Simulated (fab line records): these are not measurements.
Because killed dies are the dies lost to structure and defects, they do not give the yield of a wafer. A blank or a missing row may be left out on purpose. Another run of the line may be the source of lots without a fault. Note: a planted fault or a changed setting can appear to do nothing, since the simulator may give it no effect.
The tool behind it: which one? | flow gf180mcu | 13 lots, 39 wafers sampled, at 5 steps of a route of 602

## WHAT THE GAUGES READ, wafer by wafer
GF_HV_LDD_OVL_MEAS_47.
lot  | measured     | on         | HV_LDD_03_OVL (nm)
L134 | day 12 06:24 | overlay-01 | 0.8 2.0 2.7
L135 | day 12 15:30 | overlay-02 | -0.1 1.7 -1.3
L136 | day 12 21:54 | overlay-01 | 0.1 -0.4 0.0
L138 | day 13 17:07 | overlay-01 | 2.8 -1.2 1.0
L139 | day 13 23:00 | overlay-02 | 0.4 -1.6 -0.4
L141 | day 15 01:01 | overlay-01 | 0.6 0.3 1.8
L142 | day 15 03:07 | overlay-01 | -0.1 -1.7 -0.9
L143 | day 15 12:04 | overlay-01 | 1.7 -0.4 2.8
L146 | day 16 11:10 | overlay-02 | 2.6 1.5 -0.1
L153 | day 18 19:37 | overlay-01 | 0.9 1.4 1.6
L154 | day 19 04:49 | overlay-01 | 0.2 -0.1 0.6
L155 | day 19 09:31 | overlay-02 | 2.7 2.7 4.1
L157 | day 19 23:25 | overlay-02 | -0.1 -0.4 -0.2

GF_HV_LDD_RS_MEAS_53: measurement is done with a four-point probe.
lot  | measured     | on           | HV_LDD_RS (ohm/sq)
L134 | day 12 06:52 | filmMetro-02 | 417.3 418.3 417.0
L135 | day 12 15:58 | filmMetro-02 | 419.2 419.6 418.8
L136 | day 12 22:23 | filmMetro-02 | 417.7 419.9 419.1
L138 | day 13 17:34 | filmMetro-02 | 418.4 418.6 418.4
L139 | day 13 23:28 | filmMetro-01 | 416.4 418.2 417.5
L141 | day 15 01:30 | filmMetro-04 | 418.8 418.8 417.7
L142 | day 15 03:36 | filmMetro-01 | 417.1 417.4 417.0
L143 | day 15 12:32 | filmMetro-01 | 417.7 419.0 417.4
L146 | day 16 11:37 | filmMetro-04 | 419.7 419.8 420.5
L153 | day 18 20:04 | filmMetro-04 | 410.8 410.1 410.3
L154 | day 19 05:16 | filmMetro-04 | 412.4 411.6 412.1
L155 | day 19 09:59 | filmMetro-02 | 420.7 419.7 419.5
L157 | day 19 23:52 | filmMetro-01 | 417.4 418.0 417.9

GF_HV_LDD_THK_MEAS_55.
lot  | measured     | on           | HV_LDD_CVD_54_THK (nm)
L134 | day 12 08:00 | filmMetro-02 | 10.19 10.30 10.21
L135 | day 12 17:06 | filmMetro-01 | 9.93 10.00 10.00
L136 | day 13 00:01 | filmMetro-04 | 10.10 10.16 10.03
L138 | day 13 18:43 | filmMetro-04 | 10.05 10.00 10.13
L139 | day 14 00:36 | filmMetro-02 | 10.17 10.12 9.95
L141 | day 15 03:25 | filmMetro-04 | 9.85 9.87 9.99
L142 | day 15 05:15 | filmMetro-01 | 9.94 9.97 10.03
L143 | day 15 14:11 | filmMetro-01 | 10.07 10.13 10.05
L146 | day 16 13:16 | filmMetro-01 | 10.01 10.06 10.17
L153 | day 18 21:43 | filmMetro-02 | 9.85 9.78 9.76
L154 | day 19 06:25 | filmMetro-04 | 10.06 10.03 9.98
L155 | day 19 11:07 | filmMetro-04 | 9.95 10.04 10.06
L157 | day 20 01:01 | filmMetro-02 | 9.82 9.88 9.99

## EACH LOT AND THE TOOL THAT RAN IT (in order: tool; ch and the chambers of the sampled wafers; start)
lot  | GF_VT_IMPLANT_RTA_45            | GF_HV_LDD_IMPLANT_34
L134 | rtpAnneal-01 ch 0, day 7 12:32  | implanter-03 ch 0, day 11 11:02
L135 | rtpAnneal-02 ch 0, day 7 19:41  | implanter-04 ch 0, day 11 19:32
L136 | rtpAnneal-02 ch 0, day 8 01:06  | implanter-03 ch 0, day 12 00:01
L138 | rtpAnneal-02 ch 0, day 8 17:35  | implanter-04 ch 0, day 12 21:08
L139 | rtpAnneal-01 ch 0, day 8 21:56  | implanter-03 ch 0, day 13 02:23
L141 | rtpAnneal-01 ch 0, day 9 18:48  | implanter-01 ch 0, day 14 03:40
L142 | rtpAnneal-02 ch 0, day 9 22:59  | implanter-04 ch 0, day 14 05:14
L143 | rtpAnneal-02 ch 0, day 10 05:31 | implanter-04 ch 0, day 14 14:34
L146 | rtpAnneal-01 ch 0, day 10 22:59 | implanter-03 ch 0, day 15 13:02
L153 | rtpAnneal-02 ch 0, day 12 22:29 | implanter-04 ch 0, day 17 19:24
L154 | rtpAnneal-02 ch 0, day 13 06:35 | implanter-04 ch 0, day 18 04:02
L155 | rtpAnneal-02 ch 0, day 13 12:27 | implanter-03 ch 0, day 18 09:01
L157 | rtpAnneal-01 ch 0, day 13 23:38 | implanter-03 ch 0, day 18 23:05
- GF_VT_IMPLANT_RTA_45: time 30 s.
- GF_HV_LDD_IMPLANT_34

## WHAT THE TOOLS THEMSELVES READ (means of the sampled wafers that have a number; where no wafer has one, the mark that the record gives instead)
GF_VT_IMPLANT_RTA_45.
lot  | tool         | lampPowerPct (%) | wafer_temp_C_max
L134 | rtpAnneal-01 | 30               | 1054.5
L135 | rtpAnneal-02 | 39               | 1055.4
L136 | rtpAnneal-02 | 39               | 1056.4
L138 | rtpAnneal-02 | 39               | 1057.8
L139 | rtpAnneal-01 | 30               | 1053.7
L141 | rtpAnneal-01 | 30               | 1053.6
L142 | rtpAnneal-02 | 39               | 1055.6
L143 | rtpAnneal-02 | 39               | 1056.3
L146 | rtpAnneal-01 | 30               | 1054.0
L153 | rtpAnneal-02 | 39               | 1056.0
L154 | rtpAnneal-02 | 39               | 1056.8
L155 | rtpAnneal-02 | 39               | 1056.6
L157 | rtpAnneal-01 | 30               | 1053.8

GF_HV_LDD_IMPLANT_34.
lot  | tool         | doseIonsCm2 | endStationPressureTorr (Torr) | faradayCurrentUA
L134 | implanter-03 | 7.498e+12   | 5.05e-06                      | 43.2
L135 | implanter-04 | 7.496e+12   | 5.01e-06                      | 41.7
L136 | implanter-03 | 7.497e+12   | 4.86e-06                      | 41.8
L138 | implanter-04 | 7.498e+12   | 5.11e-06                      | 41.4
L139 | implanter-03 | 7.501e+12   | 4.97e-06                      | 42.2
L141 | implanter-01 | 7.490e+12   | 4.77e-06                      | 42.5
L142 | implanter-04 | 7.502e+12   | 4.95e-06                      | 43.0
L143 | implanter-04 | 7.502e+12   | 4.89e-06                      | 42.6
L146 | implanter-03 | 7.508e+12   | 5.06e-06                      | 42.4
L153 | implanter-04 | 1.020e+13   | 4.79e-06                      | 56.8
L154 | implanter-04 | 1.020e+13   | 5.32e-06                      | 56.9
L155 | implanter-03 | 7.508e+12   | 5.04e-06                      | 42.7
L157 | implanter-03 | 7.492e+12   | 4.88e-06                      | 42.2

## THE ANSWER, worked out from the rows above alone
Rule: usual is defined by the lots themselves. Put in order of their means at a reading, lots are off if they are a third of the lots or fewer, leave a main group of 4 or more, and stand apart from it by a gap of 3 or more times the standard deviation of the main group's means; of several such gaps the widest counts. A main group is skipped when, at the precision printed for the reading in the tables above, its means are all equal. A lot without any number at a reading at which 4 lots or more have one is off too. The other lots that the step has rows for count as sound. First the gauges in route order, then the tools' own readings, where a lot's mean is used as printed above. The first step at which some lot is off is used, and at that step the reading that is off furthest; a lot without a number counts as furthest.
Off: L153, L154, seen at GF_HV_LDD_RS_MEAS_53 (HV_LDD_RS). The main group: mean 418.4 ohm/sq, standard deviation 0.94.
If a tool, at a process step before that reading, ran all the lots that are off and no sound lot after the first of them, it fits. Not tried: the gauges at GF_HV_LDD_RS_MEAS_53; whatever is off there is also off at GF_HV_LDD_IMPLANT_34, on other tools, and gauge error can't account for it. One candidate fits, namely implanter-04 at GF_HV_LDD_IMPLANT_34. A fault onset in the window from L143 (day 14 14:34, its last sound lot) to L153 (day 17 19:24, its first lot off) fits.
The tool's own readings at GF_HV_LDD_IMPLANT_34 bear it out: on the lots that are off they differ by more than 5 times the standard deviation of the sound lots' means. doseIonsCm2 reads 1.020e+13 there against 7.499e+12 on the sound lots; faradayCurrentUA reads 56.8 there against 42.3 on the sound lots.

## WHAT THE SIMULATOR HAD PUT IN
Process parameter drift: implanter-04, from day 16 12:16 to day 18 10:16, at GF_HV_LDD_IMPLANT_34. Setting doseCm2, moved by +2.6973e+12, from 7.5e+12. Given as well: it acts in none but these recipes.
Lots struck among those shown: L153, L154. Same finding as the rule above.
